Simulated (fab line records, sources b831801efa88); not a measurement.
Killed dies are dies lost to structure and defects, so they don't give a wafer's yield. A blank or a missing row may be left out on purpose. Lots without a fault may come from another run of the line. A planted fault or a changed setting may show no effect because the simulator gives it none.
fab line records | flow sky130
record lots=6 wafers=18 last_day=49
route steps=708 shown METAL3@533 CAPM@537 PAD_OPEN@708
lots that met no fault: from a run of the same line without faults
start_h: hours from the record's first day to the start of the lot's first wafer shown | wait_h: hours since the lot's step before | " the same as in the row above | L1.1+2: a row that stands for several wafers | - no value, or no start given | * or withheld: withheld | < > ~ a bound
route shown NAME@n: a module of which the file shows steps, and the number in the route of the first | usual: mean/standard deviation of fault-free wafers | same: alike in all rows | chamber/n: place in a boat | sites: the reading at each site | _std_site: their standard deviation | _edge_site: outer sites' mean less inner sites' | radius_mm: how far each site lies from the wafer's centre | mask NAME#n: copy n | behind: the tool/chamber that last shaped the wafer | hold: why the lot was held/for how many hours/how that ended | device: the transistor (n, p or np) that didn't switch | end of line: the same wafers' tests at the end of the route | a step without rows: its recipe alone | killed: dies lost to structure and defects at the first sort, not the wafer's yield | map: a wafer's dies, x killed, . not, _ none there
set.NAME: the setting as run; set.NAME@STEP: as run at that earlier step | model.NAME: the simulator's own value behind a step, which no gauge read
lots at some steps of the route; a table a step, a row a wafer
services: from which hour (start_h, from the record's first day; less than 0 if before it) a tool's chamber was out of use, for how many hours, and why
## steps
# step SKY_METAL3_SPUTTER_01
# recipe material=TiN target_thk_nm=20 power_w=6500 time_s=16.7 chamber_pressure_pa=0.4
# usual throttle_valve_pct=30.4/1.4
# columns lot.wafer tool chamber start_h wait_h throttle_valve_pct
L643.1 pvd_sputter-02 - 861.67 0.0 30.6
L643.2 " - " " 29.9
L643.5 " - " " 30.0
L645.3 pvd_sputter-04 - 879.22 0.0 29.6
L645.4 " - " " 31.4
L645.6 " - " " 32.0
L646.1 pvd_sputter-03 - 886.32 0.0 32.1
L646.2 " - " " 29.7
L646.6 " - " " 32.0
L649.1 pvd_sputter-04 - 913.45 0.0 29.7
L649.3 " - " " 32.0
L649.5 " - " " 30.8
L654.1 pvd_sputter-03 - 955.87 0.0 29.7
L654.4 " - " " 27.8
L654.5 " - " " 30.6
L658.1 pvd_sputter-03 - 968.65 0.0 30.5
L658.3 " - " " 27.3
L658.6 " - " " 29.9
# step SKY_METAL3_SPUTTER_02
# recipe material=AlCu target_thk_nm=735 power_w=10600 time_s=39.1 chamber_pressure_pa=0.4
# usual throttle_valve_pct=30.4/1.4
# columns lot.wafer tool chamber start_h wait_h throttle_valve_pct
L643.1 pvd_sputter-02 - 861.69 0.0 30.6
L643.2 " - " " 29.7
L643.5 " - " " 29.8
L645.3 pvd_sputter-04 - 879.24 0.0 29.5
L645.4 " - " " 31.3
L645.6 " - " " 32.4
L646.1 pvd_sputter-03 - 886.34 0.0 31.8
L646.2 " - " " 29.8
L646.6 " - " " 31.9
L649.1 pvd_sputter-04 - 913.48 0.0 29.6
L649.3 " - " " 31.8
L649.5 " - " " 30.8
L654.1 pvd_sputter-03 - 955.89 0.0 29.8
L654.4 " - " " 27.3
L654.5 " - " " 30.0
L658.1 pvd_sputter-03 - 968.68 0.0 30.2
L658.3 " - " " 27.4
L658.6 " - " " 29.7
# step SKY_METAL3_SPUTTER_03
# recipe material=Ti target_thk_nm=5 power_w=3000 time_s=3.3 chamber_pressure_pa=0.4
# usual throttle_valve_pct=30.4/1.4
# columns lot.wafer tool chamber start_h wait_h throttle_valve_pct
L643.1 pvd_sputter-02 - 861.73 0.0 30.5
L643.2 " - " " 29.8
L643.5 " - " " 30.2
L645.3 pvd_sputter-04 - 879.28 0.0 29.4
L645.4 " - " " 31.4
L645.6 " - " " 32.1
L646.1 pvd_sputter-03 - 886.38 0.0 32.1
L646.2 " - " " 29.8
L646.6 " - " " 32.0
L649.1 pvd_sputter-04 - 913.52 0.0 29.5
L649.3 " - " " 32.2
L649.5 " - " " 31.0
L654.1 pvd_sputter-03 - 955.93 0.0 29.8
L654.4 " - " " 27.3
L654.5 " - " " 30.1
L658.1 pvd_sputter-03 - 968.72 0.0 30.5
L658.3 " - " " 27.3
L658.6 " - " " 29.8
# step SKY_METAL3_SPUTTER_04
# recipe material=TiN target_thk_nm=70 power_w=6500 time_s=58.3 chamber_pressure_pa=0.4
# step SKY_CAPM_CVD_00
# recipe material=SiO2 target_thk_nm=15.5 temp_c=400 time_s=withheld rf_w=450
# usual heater_power_w=653/85
# columns lot.wafer tool chamber start_h wait_h heater_power_w
L643.1 pecvd-01 2 861.80 0.0 632
L643.2 " 1 " " 753
L643.5 " 1 " " 761
L645.3 pecvd-03 1 879.35 0.0 663
L645.4 " 2 " " 727
L645.6 " 0 " " 589
L646.1 pecvd-01 0 886.45 0.0 645
L646.2 " 2 " " 603
L646.6 " 0 " " 649
L649.1 pecvd-01 1 913.58 0.0 644
L649.3 " 2 " " 644
L649.5 " 2 " " 669
L654.1 pecvd-03 1 956.00 0.0 623
L654.4 " 1 " " 607
L654.5 " 2 " " 706
L658.1 pecvd-02 2 968.79 0.0 769
L658.3 " 0 " " 676
L658.6 " 0 " " 669
# step SKY_CAPM_THK_MEAS_01
# recipe reads=SiO2_of_CAPM_CVD_00
# usual CAPM_CVD_00_THK=15.45/0.29
# columns lot.wafer tool chamber start_h wait_h CAPM_CVD_00_THK[nm]
L643.1 film_metro-04 - 861.83 - 15.61
L643.2 " - " " 15.57
L643.5 " - " " 15.54
L645.3 film_metro-03 - 879.39 - 15.00
L645.4 " - " " 15.57
L645.6 " - " " 16.00
L646.1 film_metro-03 - 886.47 - 15.54
L646.2 " - " " 15.82
L646.6 " - " " 15.97
L649.1 film_metro-03 - 913.60 - 15.61
L649.3 " - " " 15.53
L649.5 " - " " 15.84
L654.1 film_metro-04 - 956.02 - 15.33
L654.4 " - " " 15.52
L654.5 " - " " 15.41
L658.1 film_metro-03 - 968.81 - 15.26
L658.3 " - " " 14.98
L658.6 " - " " 15.17
# step SKY_CAPM_SPUTTER_02
# recipe material=TiN target_thk_nm=200 temp_c=300 power_w=6500 time_s=166.7 chamber_pressure_pa=0.4
# usual throttle_valve_pct=30.8/1.3
# columns lot.wafer tool chamber start_h wait_h throttle_valve_pct
L643.1 pvd_sputter-01 - 861.89 0.1 31.1
L643.2 " - " " 30.8
L643.5 " - " " 31.0
L645.3 pvd_sputter-02 - 879.43 0.0 30.2
L645.4 " - " " 29.9
L645.6 " - " " 30.4
L646.1 pvd_sputter-04 - 886.53 0.1 29.1
L646.2 " - " " 31.3
L646.6 " - " " 31.2
L649.1 pvd_sputter-01 - 913.66 0.1 33.4
L649.3 " - " " 31.0
L649.5 " - " " 31.1
L654.1 pvd_sputter-04 - 956.08 0.1 31.5
L654.4 " - " " 30.7
L654.5 " - " " 30.7
L658.1 pvd_sputter-02 - 968.87 0.1 30.4
L658.3 " - " " 28.4
L658.6 " - " " 30.5
# step SKY_CAPM_RS_MEAS_03
# recipe thk_meas_gauge=four-point-probe reads=TiN_of_CAPM_SPUTTER_02
# usual CAPM_TIN_RS=6.90/0.076
# columns lot.wafer tool chamber start_h wait_h CAPM_TIN_RS[ohm/sq]
L643.1 film_metro-03 - 862.00 0.1 6.89
L643.2 " - " " 6.89
L643.5 " - " " 6.94
L645.3 film_metro-03 - 879.58 0.1 6.86
L645.4 " - " " 6.89
L645.6 " - " " 6.95
L646.1 film_metro-04 - 886.64 0.1 6.83
L646.2 " - " " 6.90
L646.6 " - " " 6.88
L649.1 film_metro-04 - 913.77 0.1 6.95
L649.3 " - " " 7.08
L649.5 " - " " 7.00
L654.1 film_metro-02 - 956.19 0.1 7.01
L654.4 " - " " 6.96
L654.5 " - " " 6.91
L658.1 film_metro-04 - 968.98 0.1 6.82
L658.3 " - " " 6.94
L658.6 " - " " 6.78
# step SKY_CAPM_THK_MEAS_04
# recipe thk_meas_gauge=xrf reads=TiN_of_CAPM_SPUTTER_02
# usual CAPM_TIN_THK=194.6/2.3
# columns lot.wafer tool chamber start_h wait_h CAPM_TIN_THK[nm]
L643.1 film_metro-03 - 862.12 0.1 195.7
L643.2 " - " " 195.6
L643.5 " - " " 195.3
L645.3 film_metro-03 - 879.68 0.1 196.5
L645.4 " - " " 195.5
L645.6 " - " " 194.3
L646.1 film_metro-04 - 886.76 0.1 196.5
L646.2 " - " " 193.7
L646.6 " - " " 195.6
L649.1 film_metro-04 - 913.89 0.1 193.4
L649.3 " - " " 190.2
L649.5 " - " " 192.7
L654.1 film_metro-02 - 956.31 0.1 189.7
L654.4 " - " " 191.2
L654.5 " - " " 191.9
L658.1 film_metro-04 - 969.10 0.1 197.3
L658.3 " - " " 193.9
L658.6 " - " " 197.8
# step SKY_CAPM_DEHYDRATE_05
# recipe temp_c=200 time_s=60
# step SKY_CAPM_HMDS_06
# recipe prime_time_s=60 prime_temp_c=120
# step SKY_CAPM_COAT_07
# recipe resist=NOVOLAK spin_rpm=3000 resist_thk_nm=1140
# step SKY_CAPM_SOFTBAKE_08
# recipe temp_c=90 time_s=60 resist=NOVOLAK
# usual heater_power_total_W=56.60/0.044 plate_temp_C=90.00/0.12
# columns lot.wafer tool chamber start_h wait_h heater_power_total_W plate_temp_C model.NOVOLAK_of_CAPM_COAT_07.thk_nm
L643.1 litho_track-04 0 875.21 0.1 56.60 89.86 1138
L643.2 " 0 " " 56.51 89.93 1140
L643.5 " 0 " " 56.52 90.02 1138
L645.3 litho_track-04 0 892.01 0.1 64.23 98.44 1114
L645.4 " 0 " " 64.29 98.69 1112
L645.6 " 0 " " 64.41 98.71 1112
L646.1 litho_track-04 0 898.81 0.1 64.21 98.55 1113
L646.2 " 0 " " 64.39 98.48 1113
L646.6 " 0 " " 64.32 98.45 1109
L649.1 litho_track-02 0 925.92 0.1 56.62 90.18 1135
L649.3 " 0 " " 56.58 90.04 1137
L649.5 " 0 " " 56.61 90.04 1135
L654.1 litho_track-01 0 967.86 0.1 56.63 89.92 1136
L654.4 " 0 " " 56.63 90.02 1132
L654.5 " 0 " " 56.61 89.85 1139
L658.1 litho_track-04 0 980.91 0.1 56.62 89.95 1136
L658.3 " 0 " " 56.61 90.10 1139
L658.6 " 0 " " 56.62 89.87 1138
# step SKY_CAPM_EXPOSE_09
# recipe mask_id=CAPM na=0.6 source_shape=conventional sigma_outer=0.6 polarization=unpolarized target_cd_nm=1000 dose_mj=159
# step SKY_CAPM_PEB_10
# recipe temp_c=withheld time_s=* resist=NOVOLAK
# step SKY_CAPM_DEVELOP_11
# recipe resist=NOVOLAK developer=TMAH develop_time_s=60 dev_temp_c=23
# step SKY_CAPM_OVL_MEAS_12
# usual CAPM_OVL=0.2/1.1
# columns lot.wafer tool chamber start_h wait_h CAPM_OVL[nm]
L643.1 overlay-02 - 888.41 0.1 -2.1
L643.2 " - " " -0.2
L643.5 " - " " -0.2
L645.3 overlay-02 - 904.68 0.1 0.0
L645.4 " - " " 0.7
L645.6 " - " " -0.7
L646.1 overlay-02 - 910.91 0.1 0.8
L646.2 " - " " 1.1
L646.6 " - " " -1.7
L649.1 overlay-02 - 938.01 0.1 -0.4
L649.3 " - " " 0.2
L649.5 " - " " -0.4
L654.1 overlay-01 - 979.37 0.1 -0.6
L654.4 " - " " 1.1
L654.5 " - " " -1.2
L658.1 overlay-02 - 992.22 0.1 -0.7
L658.3 " - " " -1.8
L658.6 " - " " -1.8
# step SKY_CAPM_METAL_ETCH_13
# recipe target_depth_nm=220 stop_on=SiO2 chemistry=Cl2/BCl3 target=TiN pressure_mtorr=10 icp_w=900 bias_w=48.5 Cl2_flow_sccm=60 bcl3_flow_sccm=30 time_s=62.9
# usual drypump_motor_current_A=5.9/0.41 oes_product_au=0.941/0.0076 throttle_valve_pct=21.902/0.009
# columns lot.wafer tool chamber start_h wait_h drypump_motor_current_A oes_product_au rf_hours_counter_h throttle_valve_pct model.NOVOLAK_of_CAPM_COAT_07.thk_nm
L643.1 rie_metal-01 0 888.45 0.0 5.8 0.943 14 21.904 988.6
L643.2 " 1 " " 5.6 0.942 15 21.902 990.9
L643.5 " 1 " " 5.6 0.925 - 21.894 988.3
L645.3 rie_metal-02 0 904.73 0.0 6.4 0.953 - 21.887 965.6
L645.4 " 1 " " 6.5 0.945 - 21.918 970
L645.6 " 0 " " 6.4 0.928 - 21.904 964.7
L646.1 rie_metal-02 0 910.95 0.0 6.3 0.944 2 21.904 965.6
L646.2 " 1 " " 6.4 0.947 20 21.902 968.7
L646.6 " 1 " " 6.4 0.947 - 21.892 965.3
L649.1 rie_metal-01 0 938.05 0.0 5.7 0.938 17 21.923 987.3
L649.3 " 0 " " 5.8 0.932 - 21.896 990.5
L649.5 " 0 " " 5.8 0.929 - 21.911 987.7
L654.1 rie_metal-01 0 979.41 0.0 5.8 0.937 19 21.907 987.5
L654.4 " 0 " " 5.8 0.943 - 21.898 983.1
L654.5 " 0 " " 5.8 0.942 - 21.915 992.1
L658.1 rie_metal-04 1 992.25 0.0 6.0 0.945 7 21.895 985.7
L658.3 " 0 " " 5.3 0.938 - 21.903 990.2
L658.6 " 1 " " 6.0 0.943 - 21.905 987.1
# step SKY_CAPM_STRIP_14
# recipe chemistry=O2/N2 power_w=1400 pressure_mtorr=1500 platen_temp_c=withheld o2_flow_sccm=3000 n2_flow_sccm=300 overash_fraction=0.5
# usual drypump_motor_current_A=6.0/0.31 oes_product_au=0.710/0.0047 strip_time_to_endpoint_s=12.63/0.044
# columns lot.wafer tool chamber start_h wait_h drypump_motor_current_A oes_product_au rf_hours_counter_h strip_time_to_endpoint_s
L643.1 plasma_asher-01 1 888.52 0.1 5.9 0.710 14 12.59
L643.2 " 0 " " 6.4 0.711 14 12.63
L643.5 " 1 " " 5.9 0.704 - 12.60
L645.3 plasma_asher-02 1 904.82 0.1 5.6 0.705 - 12.32
L645.4 " 0 " " 5.8 0.700 - 12.37
L645.6 " 0 " " 5.8 0.708 - 12.32
L646.1 plasma_asher-02 0 911.03 0.1 5.8 0.717 79 12.33
L646.2 " 1 " " 5.6 0.709 79 12.37
L646.6 " 1 " " 5.6 0.710 - 12.33
L649.1 plasma_asher-01 1 938.20 0.1 5.9 0.706 19 12.58
L649.3 " 0 " " 6.4 0.716 - 12.64
L649.5 " 0 " " 6.4 0.711 - 12.59
L654.1 plasma_asher-03 1 979.48 0.1 6.0 0.707 54 12.59
L654.4 " 1 " " 6.1 0.707 - 12.55
L654.5 " 0 " " 6.4 0.708 - 12.63
L658.1 plasma_asher-03 0 992.33 0.1 6.4 0.713 55 12.54
L658.3 " 1 " " 6.0 0.707 - 12.60
L658.6 " 0 " " 6.4 0.707 - 12.57
# step SKY_CAPM_STRIP_15
# recipe chemistry=post_etch_residue_remover time_s=1200 temp_c=72.5
# step SKY_PAD_OPEN_PROBE_99
# usual defect_limited_yield=82.3/2 killed_at_M0_to_M3=44/7.1 killed_at_M4_up=3.3/1.8 killed_at_contacts=24/5.1 killed_at_front_end=16/4.7 killed_at_other=0.3/0.52 killed_dies=87/9.7 killed_open=47/6.8 killed_short=39/6.7 sort_bin_3_pad_short=0.9/0.43 sort_bin_5_function=10.4/1.4 sort_bin_6_memory=6.4/1.2 sort_n_pass=405/9.7 sort_yield_pct=82.3/2
# same gross_dies=492 killed_at_back_side=0 sort_bin_4_leakage[%]=0 sort_bin_8_speed[%]=0
# columns lot.wafer tool chamber start_h wait_h defect_limited_yield[%] killed_at_M0_to_M3 killed_at_M4_up killed_at_contacts killed_at_front_end killed_at_other killed_dies killed_open killed_short sort_bin_3_pad_short[%] sort_bin_5_function[%] sort_bin_6_memory[%] sort_n_pass sort_yield_pct[%]
L643.1 prober-02 - 1083.85 0.1 83.3 37 5 24 16 0 82 43 39 1.2 8.9 6.5 410 83.3
L643.2 prober-02 - 1083.90 0.1 78.0 51 4 33 19 1 108 59 49 1.4 12.2 8.3 384 78.0
L643.5 prober-02 - 1084.05 0.2 82.7 46 3 16 20 0 85 45 40 0.8 10.4 6.1 407 82.7
L646.1 prober-01 - 1102.70 0.1 80.5 46 3 32 15 0 96 54 42 1.2 10.8 7.5 396 80.5
L646.2 prober-01 - 1102.75 0.1 85.8 44 1 12 13 0 70 41 28 0 6.7 7.5 422 85.8
L646.6 prober-01 - 1102.95 0.2 82.7 52 2 14 17 0 85 41 44 0.6 9.1 7.5 407 82.7
L654.1 prober-01 - 1156.95 0.1 79.5 59 5 17 20 0 101 55 46 1.4 11.6 7.5 391 79.5
L654.4 prober-01 - 1157.10 0.2 83.1 33 1 25 24 0 83 45 38 1.2 8.9 6.7 409 83.1
L654.5 prober-01 - 1157.15 0.2 81.5 46 5 25 15 0 91 51 40 1.4 10.8 6.3 401 81.5
L658.1 prober-01 - 1168.03 0.1 85.2 30 2 28 13 0 73 44 29 1.0 7.7 6.1 419 85.2
L658.3 prober-01 - 1168.13 0.2 82.5 38 4 29 15 0 86 49 37 0.8 10.6 6.1 406 82.5
L658.6 prober-01 - 1168.28 0.2 83.5 42 5 22 12 0 81 47 34 0.6 9.6 6.3 411 83.5
# killed by level:class
L643.1 CONTACT:geometric_particle:open=8 CONTACT:geometric_particle:short=8 FIELD_ISO:geometric_particle:open=7 VIA1:geometric_particle:open=7 LI_CONTACT:geometric_particle:open=6 FIELD_ISO:geometric_particle:short=5 METAL1:geometric_particle:short=5 METAL2:geometric_particle:short=4
L643.2 LI_CONTACT:geometric_particle:open=12 CONTACT:geometric_particle:open=12 METAL2:geometric_particle:short=10 FIELD_ISO:geometric_particle:open=8 VIA1:geometric_particle:open=7 VIA2:geometric_particle:open=7 VIA3:geometric_particle:open=6 METAL1:geometric_particle:short=6
L643.5 VIA1:geometric_particle:open=9 VIA3:geometric_particle:open=7 FIELD_ISO:geometric_particle:open=6 FIELD_ISO:geometric_particle:short=6 CONTACT:geometric_particle:open=5 VIA2:geometric_particle:short=5 CONTACT:geometric_particle:short=4 METAL1:geometric_particle:open=4
L646.1 VIA1:geometric_particle:open=13 LI_CONTACT:geometric_particle:open=13 CONTACT:geometric_particle:open=9 VIA2:geometric_particle:open=8 LI_CONTACT:geometric_particle:short=6 VIA1:geometric_particle:short=6 FIELD_ISO:geometric_particle:short=4 POLY_GATE:geometric_particle:short=4
L646.2 VIA1:geometric_particle:open=11 VIA2:geometric_particle:open=7 POLY_GATE:geometric_particle:open=6 METAL1:geometric_particle:short=5 VIA3:geometric_particle:open=5 VIA2:geometric_particle:short=4 LI_CONTACT:geometric_particle:open=4 CONTACT:geometric_particle:short=3
L646.6 METAL1:geometric_particle:short=9 VIA1:geometric_particle:open=9 VIA3:geometric_particle:open=8 CONTACT:geometric_particle:open=7 METAL2:geometric_particle:short=6 VIA1:geometric_particle:short=6 FIELD_ISO:geometric_particle:open=5 FIELD_ISO:geometric_particle:short=4
L654.1 VIA1:geometric_particle:open=15 METAL2:geometric_particle:short=12 VIA2:geometric_particle:open=10 POLY_GATE:geometric_particle:open=8 VIA1:geometric_particle:short=7 CONTACT:geometric_particle:open=6 VIA3:geometric_particle:open=6 FIELD_ISO:geometric_particle:open=4
L654.4 CONTACT:geometric_particle:open=8 FIELD_ISO:geometric_particle:open=7 VIA1:geometric_particle:open=7 FIELD_ISO:geometric_particle:short=6 LI_CONTACT:geometric_particle:open=6 LOCAL_INTERCONNECT:geometric_particle:short=6 VIA1:geometric_particle:short=5 CONTACT:geometric_particle:short=4
L654.5 VIA1:geometric_particle:open=11 LI_CONTACT:geometric_particle:open=8 CONTACT:geometric_particle:open=7 VIA2:geometric_particle:open=7 LOCAL_INTERCONNECT:geometric_particle:short=6 METAL1:geometric_particle:short=6 METAL2:geometric_particle:short=5 VIA3:geometric_particle:open=5
L658.1 LI_CONTACT:geometric_particle:open=12 CONTACT:geometric_particle:open=9 VIA1:geometric_particle:open=8 METAL1:geometric_particle:short=5 CONTACT:geometric_particle:short=4 VIA2:geometric_particle:open=4 VIA3:geometric_particle:open=4 POLY_GATE:geometric_particle:short=3
L658.3 CONTACT:geometric_particle:open=11 LI_CONTACT:geometric_particle:open=9 VIA1:geometric_particle:open=8 POLY_GATE:geometric_particle:open=7 METAL1:geometric_particle:short=6 LI_CONTACT:geometric_particle:short=5 VIA1:geometric_particle:short=4 VIA3:geometric_particle:open=4
L658.6 CONTACT:geometric_particle:open=8 VIA2:geometric_particle:open=8 VIA3:geometric_particle:open=8 LI_CONTACT:geometric_particle:open=7 POLY_GATE:geometric_particle:open=6 LOCAL_INTERCONNECT:geometric_particle:short=6 VIA1:geometric_particle:open=6 METAL2:geometric_particle:short=6
## services
# columns tool chamber start_h hours kind
pvd_sputter-03 0 839.61 - consumable_replace:kit
pvd_sputter-03 0 839.61 18.0 scheduled_down
pvd_sputter-03 0 839.61 18.0 vent_cycle
pecvd-02 - 842.40 14.6 pm
pecvd-01 0 844.00 - clean
pvd_sputter-04 - 854.81 2.0 repair
pvd_sputter-01 - 877.90 3.2 repair
plasma_asher-01 - 877.99 4.4 repair
rie_metal-02 - 892.69 0.2 repair
pecvd-01 1 893.50 16.2 repair
pvd_sputter-01 - 901.31 6.1 repair
rie_metal-02 - 902.49 0.6 repair
pvd_sputter-02 - 903.64 2.6 repair
pecvd-02 0 915.51 15.8 repair
plasma_asher-03 - 918.81 0.8 repair
plasma_asher-03 - 919.86 1.5 repair
pecvd-03 - 933.07 5.5 pm
pecvd-01 - 965.55 5.5 pm
pvd_sputter-04 - 966.36 3.0 repair
rie_metal-02 1 968.94 18.1 repair
pvd_sputter-03 3 969.87 - consumable_replace:kit
pvd_sputter-03 3 969.87 18.0 scheduled_down
pvd_sputter-03 3 969.87 18.0 vent_cycle
pecvd-02 - 977.54 5.5 pm
## key
first_sign step=SKY_CAPM_SOFTBAKE_08 reading=heater_power_total_W direction=up sigmas=99+ usual=* struck=*
effect step=SKY_CAPM_SOFTBAKE_08 reading=plate_temp_C direction=up sigmas=71 usual=* struck=*
effect step=SKY_CAPM_STRIP_14 reading=strip_time_to_endpoint_s direction=down sigmas=6.7 usual=* struck=*
model_effect step=SKY_CAPM_SOFTBAKE_08 value=NOVOLAK_of_CAPM_COAT_07.thk_nm without=1139 struck=1112
model_effect step=SKY_CAPM_METAL_ETCH_13 value=NOVOLAK_of_CAPM_COAT_07.thk_nm without=992.8 struck=966.6
met_at SKY_CAPM_SOFTBAKE_08
struck_wafers L645.3,L645.4,L645.6,L646.1,L646.2,L646.6
onset_between 875.21 892.01
fault kind=process_parameter_drift tool=litho_track-04 chamber=- onset_h=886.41 steps=SKY_CAPM_SOFTBAKE_08 channel=temp_c offset=* shape=step end_h=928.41 acts_in=* stated=*
